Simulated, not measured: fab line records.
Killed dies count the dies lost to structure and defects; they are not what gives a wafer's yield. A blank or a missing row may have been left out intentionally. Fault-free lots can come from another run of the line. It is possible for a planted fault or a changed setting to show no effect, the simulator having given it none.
Which tool was responsible? | flow gf180mcu | 18 wafers from 6 lots sampled at 3 of the route's 602 steps

WHAT THE GAUGES SHOWED, per wafer
GF_V2_THK_MEAS_01.
lot  | measured     | on            | V2_CVD_00_THK (nm)
L826 | day 20 08:28 | film_metro-02 | 596 603 590
L829 | day 21 12:39 | film_metro-03 | 599 601 608
L836 | day 23 23:58 | film_metro-02 | 607 594 587
L838 | day 24 16:01 | film_metro-02 | 601 606 606
L840 | day 25 13:29 | film_metro-02 | 599 592 595
L843 | day 26 08:34 | film_metro-04 | 587 597 587

WHICH TOOL RAN EACH LOT (tool, then ch and the chambers of the sampled wafers, then the start)
lot  | GF_M2_METAL_ETCH_16               | GF_M2_STRIP_17
L826 | rie_metal-04 ch 0,1, day 20 07:38 | plasma_asher-04 ch 0,1, day 20 07:46
L829 | rie_metal-01 ch 1, day 21 11:53   | plasma_asher-02 ch 0,1, day 21 12:03
L836 | rie_metal-02 ch 0,1, day 23 23:13 | plasma_asher-03 ch 0,1, day 23 23:21
L838 | rie_metal-04 ch 0,1, day 24 15:16 | plasma_asher-04 ch 0,1, day 24 15:23
L840 | rie_metal-01 ch 0,1, day 25 12:06 | plasma_asher-02 ch 0,1, day 25 12:16
L843 | rie_metal-01 ch 0,1, day 26 07:52 | plasma_asher-04 ch 0,1, day 26 07:59
- GF_M2_METAL_ETCH_16: etches the open film in Cl2/BCl3, stops on SiO2, target depth 750.8 nm, time 125.1 s.
- GF_M2_STRIP_17: strips in O2/N2.

THE ANSWER, worked out from the rows above alone
Rule: what is usual is taken from the lots themselves. Put in order of their means at a reading, lots are off if they are a third of the lots or fewer, leave a main group of 4 or more, and stand apart from it by a gap of 3 or more times the standard deviation of the main group's means; of several such gaps the widest counts. The tables above print the reading to a certain number of digits; a main group whose means all agree to those digits is not used. A lot without any number at a reading at which 4 lots or more have one is off too. Where the step has rows for the other lots, those lots are counted as sound.
No lot is off on any of the readings shown, so nothing can be concluded from this.

WHAT THE SIMULATOR PUT IN
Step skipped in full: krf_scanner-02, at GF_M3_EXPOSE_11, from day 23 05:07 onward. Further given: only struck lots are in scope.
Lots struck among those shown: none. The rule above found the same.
